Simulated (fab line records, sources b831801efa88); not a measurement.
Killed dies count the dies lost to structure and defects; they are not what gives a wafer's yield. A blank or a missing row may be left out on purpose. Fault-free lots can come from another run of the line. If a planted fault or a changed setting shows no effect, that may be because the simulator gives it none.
fab line records	flow sky130
record lots=6	wafers=18	last_day=50
route steps=708 shown SONOS_ONO@186 GATE_OXIDE@187 PAD_OPEN@708
lots untouched by any fault: they come from a run of this same line in which no faults occurred
start_h: the number of hours between the record's first day and the start of the first shown wafer of the lot	wait_h: hours elapsed since this lot's preceding step	" as in the row above	L1.1+2: a single row standing in for several wafers	- value missing, or start not given	* or withheld: withheld	< > ~ a bound
route shown NAME@n: a module of which the file shows steps, and the number in the route of the first	usual: mean/standard deviation taken from wafers without a fault	same: alike in all rows	chamber/n: place in a boat	sites: each site's reading	_std_site: the values' standard deviation	_edge_site: the outer-site mean with the inner-site mean subtracted	radius_mm: how far each site lies from the wafer's centre	mask NAME#n: copy n	behind: the last tool/chamber to shape the wafer	hold: why the lot went on hold/how many hours it stayed there/how the hold came to an end	device: the transistor (n, p or np) that didn't switch	end of line: tests of these same wafers at the route's end	a step with no rows: only its recipe	killed: at the first sort, the dies lost to defects and structure; wafer yield is something else	map: a wafer's dies, marking killed ones x, the rest . and places with no die _
set.NAME: the setting as run; set.NAME@STEP: as run at that earlier step	model.NAME: the simulator's own value behind a step, which no gauge read
lots seen at some steps along the route; tables by step, rows by wafer
services: when a tool's chamber went out of use (start_h, in hours from the record's first day, below 0 if earlier), for how many hours, and the reason
## steps
# step SKY_SONOS_ONO_WET_ETCH_18
# recipe chemistry=H3PO4	target_depth_nm=15	target=Si3N4	temp_c=160	time_s=172
# step SKY_GATE_OXIDE_CLEAN_00
# recipe chemistry=SC1/SC2	mix=1:4:20	temp_c=70	time_s=150	dry=n2_spin
# step SKY_GATE_OXIDE_OXIDATION_01
# recipe temp_c=900	ambient=O2	stabilise_s=600	purge_s=300	target_thk_a=102.68	ox_time_s=1473
# step SKY_GATE_OXIDE_THK_MEAS_02
# recipe reads=SiO2_of_GATE_OXIDE_OXIDATION_01
# usual GATE_OXIDE_OXIDATION_00_THK=10.28/0.18
lot.wafer	tool	chamber	start_h	wait_h	GATE_OXIDE_OXIDATION_00_THK[nm]
L266.1	film_metro-02	-	354.00	0.0	10.13
L266.4	"	-	"	"	10.19
L266.6	"	-	"	"	10.13
L268.2	film_metro-04	-	378.24	0.0	10.41
L268.3	"	-	"	"	10.52
L268.5	"	-	"	"	10.73
L270.2	film_metro-02	-	394.44	0.0	10.09
L270.5	"	-	"	"	10.02
L270.6	"	-	"	"	10.21
L271.2	film_metro-04	-	394.44	0.0	10.28
L271.3	"	-	"	"	10.32
L271.5	"	-	"	"	10.41
L274.1	film_metro-01	-	418.35	0.0	10.28
L274.2	"	-	"	"	10.13
L274.4	"	-	"	"	10.48
L280.2	film_metro-02	-	469.35	0.0	10.37
L280.4	"	-	"	"	10.37
L280.5	"	-	"	"	10.41
# step SKY_GATE_OXIDE_DEHYDRATE_03
# recipe temp_c=200	time_s=60
# step SKY_GATE_OXIDE_HMDS_04
# recipe prime_time_s=60	prime_temp_c=120
# step SKY_GATE_OXIDE_COAT_05
# recipe resist=NOVOLAK	spin_rpm=3000	resist_thk_nm=1140
# step SKY_GATE_OXIDE_SOFTBAKE_06
# recipe temp_c=90	time_s=60	resist=NOVOLAK
# step SKY_GATE_OXIDE_EXPOSE_07
# recipe mask_id=LVOM	na=0.6	source_shape=conventional	sigma_outer=0.6	polarization=unpolarized	target_cd_nm=600	dose_mj=170
# step SKY_GATE_OXIDE_PEB_08
# recipe temp_c=withheld	time_s=*	resist=NOVOLAK
# step SKY_GATE_OXIDE_DEVELOP_09
# recipe resist=NOVOLAK	developer=TMAH	develop_time_s=60	dev_temp_c=23
# step SKY_GATE_OXIDE_OVL_MEAS_10
# usual GATE_OXIDE_OVL=0.6/1.7
lot.wafer	tool	chamber	start_h	wait_h	GATE_OXIDE_OVL[nm]
L266.1	overlay-02	-	381.77	0.1	1.5
L266.4	"	-	"	"	0.5
L266.6	"	-	"	"	-1.9
L268.2	overlay-02	-	407.23	0.1	-1.3
L268.3	"	-	"	"	-1.2
L268.5	"	-	"	"	-1.5
L270.2	overlay-02	-	423.28	0.1	3.8
L270.5	"	-	"	"	0.2
L270.6	"	-	"	"	2.6
L271.2	overlay-01	-	423.28	0.1	0.2
L271.3	"	-	"	"	2.0
L271.5	"	-	"	"	2.5
L274.1	overlay-01	-	448.62	0.1	0.5
L274.2	"	-	"	"	2.2
L274.4	"	-	"	"	0.6
L280.2	overlay-02	-	500.28	0.1	1.7
L280.4	"	-	"	"	1.1
L280.5	"	-	"	"	1.2
# step SKY_GATE_OXIDE_IMPLANT_11
# recipe species=B	energy_kev=10	dose_cm2=2.6e+12	tilt_deg=withheld
# usual beam_energy_keV=10.000/0.0027
lot.wafer	tool	chamber	start_h	wait_h	beam_energy_keV	model.implant.rp_nm	model.implant.drp_nm
L266.1	implanter-01	0	381.81	0.0	9.9967	32.73	17.11
L266.4	"	0	"	"	10.002	32.73	17.11
L266.6	"	0	"	"	9.9967	32.73	17.11
L268.2	implanter-01	0	407.28	0.0	9.9993	32.11	17.11
L268.3	"	0	"	"	10.004	32.11	17.11
L268.5	"	0	"	"	9.9987	32.11	17.11
L270.2	implanter-01	0	423.33	0.0	9.0349	30.97	15.94
L270.5	"	0	"	"	9.0315	30.97	15.94
L270.6	"	0	"	"	9.0275	30.97	15.94
L271.2	implanter-02	0	423.34	0.0	10.002	32.8	17.11
L271.3	"	0	"	"	9.9984	32.8	17.11
L271.5	"	0	"	"	9.9979	32.8	17.11
L274.1	implanter-01	0	448.66	0.0	9.0361	30.86	15.94
L274.2	"	0	"	"	9.0353	30.86	15.94
L274.4	"	0	"	"	9.0311	30.86	15.94
L280.2	implanter-02	0	500.34	0.0	10.001	31.1	17.11
L280.4	"	0	"	"	10.003	31.1	17.11
L280.5	"	0	"	"	10.007	31.1	17.11
# step SKY_GATE_OXIDE_WET_ETCH_12
# recipe chemistry=dHF	target_depth_nm=16.8	dry=n2_spin	target=SiO2	dilution=100:1	temp_c=25	time_s=336
# step SKY_GATE_OXIDE_STRIP_13
# recipe chemistry=O2/N2	power_w=1400	pressure_mtorr=1500	platen_temp_c=withheld	o2_flow_sccm=3000	n2_flow_sccm=300	overash_fraction=0.5
# usual drypump_motor_current_A=5.91/0.28	oes_product_au=0.715/0.0044	strip_time_to_endpoint_s=14.16/0.034
lot.wafer	tool	chamber	start_h	wait_h	drypump_motor_current_A	oes_product_au	rf_hours_counter_h	strip_time_to_endpoint_s
L266.1	plasma_asher-04	1	382.06	0.0	5.68	0.720	25	14.16
L266.4	"	0	"	"	6.06	0.716	-	14.22
L266.6	"	1	"	"	5.70	0.718	-	14.21
L268.2	plasma_asher-04	1	407.51	0.0	5.65	0.715	28	14.10
L268.3	"	0	"	"	6.09	0.716	-	14.14
L268.5	"	0	"	"	6.07	0.721	-	14.12
L270.2	plasma_asher-04	0	423.56	0.0	6.07	0.725	29	14.17
L270.5	"	1	"	"	5.64	0.726	-	14.11
L270.6	"	0	"	"	6.06	0.713	-	14.14
L271.2	plasma_asher-01	0	423.57	0.0	6.18	0.721	58	14.09
L271.3	"	1	"	"	6.23	0.715	-	14.14
L271.5	"	1	"	"	6.21	0.719	-	14.16
L274.1	plasma_asher-03	0	448.91	0.0	6.14	0.722	2	14.19
L274.2	"	1	"	"	5.51	0.718	2	14.15
L274.4	"	1	"	"	5.51	0.712	-	14.16
L280.2	plasma_asher-04	1	500.56	0.0	5.66	0.719	38	14.19
L280.4	"	0	"	"	6.07	0.714	-	14.16
L280.5	"	0	"	"	6.09	0.708	-	14.14
# step SKY_GATE_OXIDE_TW_MEAS_14
# usual GATE_OXIDE_TW=222.6/1.5
lot.wafer	tool	chamber	start_h	wait_h	GATE_OXIDE_TW
L266.1	film_metro-02	-	382.16	0.1	221.9
L266.4	"	-	"	"	222.1
L266.6	"	-	"	"	221.7
L268.2	film_metro-01	-	407.62	0.1	222.3
L268.3	"	-	"	"	221.7
L268.5	"	-	"	"	223.1
L270.2	film_metro-02	-	423.67	0.1	217.2
L270.5	"	-	"	"	217.9
L270.6	"	-	"	"	217.0
L271.2	film_metro-02	-	423.73	0.1	221.5
L271.3	"	-	"	"	222.3
L271.5	"	-	"	"	221.9
L274.1	film_metro-04	-	449.01	0.1	218.6
L274.2	"	-	"	"	219.5
L274.4	"	-	"	"	220.3
L280.2	film_metro-01	-	500.67	0.1	221.6
L280.4	"	-	"	"	222.4
L280.5	"	-	"	"	220.2
# step SKY_GATE_OXIDE_CLEAN_15
# recipe chemistry=SC1/SC2	mix=1:4:20	temp_c=70	time_s=150	dry=n2_spin
# step SKY_PAD_OPEN_PROBE_99
# usual killed_at_M0_to_M3=42/6.1	killed_at_M4_up=3.1/1.7	killed_at_contacts=24/5.5	killed_at_front_end=16/4.1	killed_at_other=0.3/0.57	killed_dies=86/8.2	killed_open=47/6.8	killed_short=38/5.8
# same gross_dies=492	killed_at_back_side=0
lot.wafer	tool	chamber	start_h	wait_h	killed_at_M0_to_M3	killed_at_M4_up	killed_at_contacts	killed_at_front_end	killed_at_other	killed_dies	killed_open	killed_short	model.etest.pfet_01v8_lvt.off_log10_a_um	model.etest.pfet_01v8_lvt.vt_sat_v	model.etest.pfet_01v8_lvt.vt_v	model.etest.pfet_01v8_lvt.vt_long_v	model.etest.pfet_01v8.body_rise_v
L266.1	prober-01	-	1127.99	0.1	49	5	39	7	0	100	61	37	-9.209	-0.4592	-0.5436	-0.6604	-0.1894
L266.4	prober-01	-	1128.14	0.2	32	3	25	22	0	82	39	43	-9.161	-0.4625	-0.5496	-0.6631	-0.1894
L266.6	prober-01	-	1128.24	0.2	42	1	23	12	1	79	39	37	-9.226	-0.4602	-0.5477	-0.6637	-0.1903
L268.2	prober-01	-	1145.26	0.1	43	5	32	16	0	96	53	43	-9.328	-0.4746	-0.5581	-0.6725	-0.1848
L268.3	prober-01	-	1145.31	0.2	38	4	29	18	0	89	47	41	-9.088	-0.4655	-0.5541	-0.6722	-0.187
L268.5	prober-01	-	1145.41	0.2	53	1	33	19	1	107	60	46	-9.325	-0.4699	-0.5569	-0.6723	-0.1856
L270.2	prober-01	-	1153.79	0.1	38	3	25	21	0	87	48	38	-9.389	-0.4658	-0.5535	-0.6693	-0.1912
L270.5	prober-01	-	1153.94	0.2	49	2	22	19	0	92	48	43	-9.171	-0.4638	-0.5463	-0.6625	-0.1924
L270.6	prober-01	-	1153.99	0.2	44	3	22	11	0	80	40	38	-9.545	-0.4821	-0.5622	-0.6742	-0.1885
L271.2	prober-02	-	1156.28	0.1	51	3	24	16	0	94	50	44	-9.12	-0.4517	-0.5392	-0.6565	-0.1849
L271.3	prober-02	-	1156.33	0.2	50	2	24	18	0	94	55	39	-8.902	-0.443	-0.5362	-0.6587	-0.1856
L271.5	prober-02	-	1156.43	0.2	39	2	31	14	1	87	53	34	-9.046	-0.4519	-0.5385	-0.6597	-0.1864
L274.1	prober-01	-	1168.19	0.1	36	3	28	8	0	75	39	36	-9.434	-0.4696	-0.5547	-0.6702	-0.19
L274.2	prober-01	-	1168.24	0.1	49	5	22	22	0	98	49	48	-9.282	-0.4659	-0.5509	-0.6627	-0.1908
L274.4	prober-01	-	1168.34	0.2	45	4	28	23	0	100	53	47	-9.36	-0.4708	-0.555	-0.6685	-0.1901
L280.2	prober-01	-	1196.86	0.1	40	3	21	11	0	75	39	36	-9.426	-0.4705	-0.5545	-0.6756	-0.19
L280.4	prober-01	-	1196.96	0.2	36	1	24	12	2	75	49	25	-9.233	-0.4704	-0.5571	-0.6733	-0.1876
L280.5	prober-01	-	1197.01	0.2	40	5	19	21	0	85	50	34	-9.401	-0.4721	-0.5601	-0.6773	-0.1883
# killed by level:class
L266.1 CONTACT:geometric_particle:open=20 VIA1:geometric_particle:open=9 VIA2:geometric_particle:open=8 LI_CONTACT:geometric_particle:open=7 CONTACT:geometric_particle:short=7 METAL1:geometric_particle:short=6 METAL2:geometric_particle:short=6 VIA3:geometric_particle:open=6
L266.4 VIA1:geometric_particle:open=8 FIELD_ISO:geometric_particle:open=7 POLY_GATE:geometric_particle:short=7 CONTACT:geometric_particle:open=7 LI_CONTACT:geometric_particle:open=6 FIELD_ISO:geometric_particle:short=5 LOCAL_INTERCONNECT:geometric_particle:short=5 CONTACT:geometric_particle:short=5
L266.6 VIA3:geometric_particle:short=8 CONTACT:geometric_particle:open=7 VIA1:geometric_particle:open=7 METAL2:geometric_particle:short=6 POLY_GATE:geometric_particle:open=5 METAL1:geometric_particle:short=5 VIA3:geometric_particle:open=5 FIELD_ISO:geometric_particle:open=4
L268.2 CONTACT:geometric_particle:open=12 LI_CONTACT:geometric_particle:open=8 METAL1:geometric_particle:short=7 VIA2:geometric_particle:open=6 VIA3:geometric_particle:open=6 VIA1:geometric_particle:short=5 VIA1:geometric_particle:open=5 POLY_GATE:geometric_particle:short=4
L268.3 CONTACT:geometric_particle:open=11 LI_CONTACT:geometric_particle:open=8 METAL1:geometric_particle:short=8 FIELD_ISO:geometric_particle:open=6 CONTACT:geometric_particle:short=6 VIA2:geometric_particle:open=6 VIA1:geometric_particle:open=5 VIA2:geometric_particle:short=5
L268.5 VIA1:geometric_particle:open=16 CONTACT:geometric_particle:open=12 CONTACT:geometric_particle:short=9 VIA1:geometric_particle:short=8 VIA2:geometric_particle:open=8 LI_CONTACT:geometric_particle:open=7 FIELD_ISO:geometric_particle:open=6 FIELD_ISO:geometric_particle:short=6
L270.2 CONTACT:geometric_particle:open=8 FIELD_ISO:geometric_particle:open=6 LI_CONTACT:geometric_particle:open=6 METAL2:geometric_particle:short=6 CONTACT:geometric_particle:short=6 VIA3:geometric_particle:open=5 VIA1:geometric_particle:short=5 VIA1:geometric_particle:open=5
L270.5 VIA1:geometric_particle:open=13 CONTACT:geometric_particle:open=11 METAL1:geometric_particle:short=9 METAL2:geometric_particle:short=8 VIA2:geometric_particle:open=7 POLY_GATE:geometric_particle:short=6 LI_CONTACT:geometric_particle:open=6 FIELD_ISO:geometric_particle:open=4
L270.6 VIA3:geometric_particle:open=10 VIA1:geometric_particle:open=9 LOCAL_INTERCONNECT:geometric_particle:short=7 METAL2:geometric_particle:short=7 CONTACT:geometric_particle:short=6 CONTACT:geometric_particle:open=5 LI_CONTACT:geometric_particle:open=4 METAL1:geometric_particle:short=4
L271.2 LI_CONTACT:geometric_particle:open=12 VIA3:geometric_particle:open=12 METAL2:geometric_particle:short=10 VIA2:geometric_particle:short=9 CONTACT:geometric_particle:open=7 VIA1:geometric_particle:open=7 FIELD_ISO:geometric_particle:open=5 FIELD_ISO:geometric_particle:short=4
L271.3 VIA1:geometric_particle:open=12 LI_CONTACT:geometric_particle:open=11 CONTACT:geometric_particle:open=8 VIA3:geometric_particle:short=7 FIELD_ISO:geometric_particle:open=6 VIA1:geometric_particle:short=5 VIA2:geometric_particle:open=5 METAL2:geometric_particle:short=5
L271.5 CONTACT:geometric_particle:open=12 VIA1:geometric_particle:open=11 LI_CONTACT:geometric_particle:open=8 VIA3:geometric_particle:open=8 LOCAL_INTERCONNECT:geometric_particle:short=7 FIELD_ISO:geometric_particle:short=6 VIA2:geometric_particle:open=6 CONTACT:geometric_particle:short=4
L274.1 CONTACT:geometric_particle:open=10 VIA1:geometric_particle:open=9 CONTACT:geometric_particle:short=7 VIA1:geometric_particle:short=6 LOCAL_INTERCONNECT:geometric_particle:short=5 FIELD_ISO:geometric_particle:open=4 LI_CONTACT:geometric_particle:short=4 METAL2:geometric_particle:short=4
L274.2 VIA1:geometric_particle:open=10 METAL1:geometric_particle:short=8 METAL2:geometric_particle:short=7 FIELD_ISO:geometric_particle:short=6 VIA3:geometric_particle:open=6 LI_CONTACT:geometric_particle:open=5 LOCAL_INTERCONNECT:geometric_particle:short=5 CONTACT:geometric_particle:open=5
L274.4 VIA1:geometric_particle:open=10 CONTACT:geometric_particle:open=9 POLY_GATE:geometric_particle:open=8 VIA1:geometric_particle:short=8 CONTACT:geometric_particle:short=7 VIA3:geometric_particle:open=7 VIA2:geometric_particle:open=7 FIELD_ISO:geometric_particle:open=6
L280.2 VIA1:geometric_particle:open=11 CONTACT:geometric_particle:open=7 METAL2:geometric_particle:short=6 LI_CONTACT:geometric_particle:open=5 VIA3:geometric_particle:short=5 POLY_GATE:geometric_particle:short=4 LI_CONTACT:geometric_particle:short=4 LOCAL_INTERCONNECT:geometric_particle:short=3
L280.4 CONTACT:geometric_particle:open=14 VIA2:geometric_particle:open=11 VIA1:geometric_particle:open=9 FIELD_ISO:geometric_particle:open=5 LI_CONTACT:geometric_particle:short=5 VIA3:geometric_particle:open=4 CONTACT:geometric_particle:short=3 METAL2:geometric_particle:short=3
L280.5 VIA1:geometric_particle:open=10 POLY_GATE:geometric_particle:open=9 VIA2:geometric_particle:open=8 VIA3:geometric_particle:open=6 LI_CONTACT:geometric_particle:open=6 POLY_GATE:geometric_particle:short=4 LI_CONTACT:geometric_particle:short=4 CONTACT:geometric_particle:short=4
## services
tool	chamber	start_h	hours	kind
plasma_asher-03	-	421.25	9.0	pm
plasma_asher-03	0	421.25	9.0	vent_cycle
plasma_asher-03	1	421.25	9.0	vent_cycle
plasma_asher-03	0	430.25	-	clean
plasma_asher-03	1	430.25	-	clean
plasma_asher-03	-	432.13	0.4	repair
implanter-01	-	436.98	2.1	pm
plasma_asher-01	-	473.36	14.3	repair
plasma_asher-01	-	476.47	2.3	repair
plasma_asher-01	-	487.68	2.8	pm
implanter-01	-	489.27	3.1	pm
implanter-01	-	498.13	1.1	repair
## key
first_sign step=SKY_GATE_OXIDE_IMPLANT_11	reading=beam_energy_keV	direction=down	sigmas=99+	usual=*	struck=*
effect step=SKY_GATE_OXIDE_TW_MEAS_14	reading=GATE_OXIDE_TW	direction=down	sigmas=2.8	usual=222.6	struck=218.4
model_effect step=SKY_GATE_OXIDE_IMPLANT_11	value=implant.rp_nm	without=33.6	struck=30.92
model_effect step=SKY_PAD_OPEN_PROBE_99	value=etest.pfet_01v8_lvt.off_log10_a_um	without=-8.887	struck=-9.364
met_at SKY_GATE_OXIDE_IMPLANT_11
struck_wafers L270.2,L270.5,L270.6,L274.1,L274.2,L274.4
tester_left_out L270,L274
onset_between 407.28 423.33
fault kind=process_parameter_drift	tool=implanter-01	chamber=-	onset_h=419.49	steps=SKY_GATE_OXIDE_IMPLANT_11	channel=energy_kev	offset=*	shape=step	end_h=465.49	acts_in=*	stated=*
# tester_left_out: of these lots the tester's yield and bins aren't shown, on N5 and GAA mostly nor the transistor test; their killed dies are dies lost to structure and defects alone, not to doping, threshold or leakage, so they don't give the yield
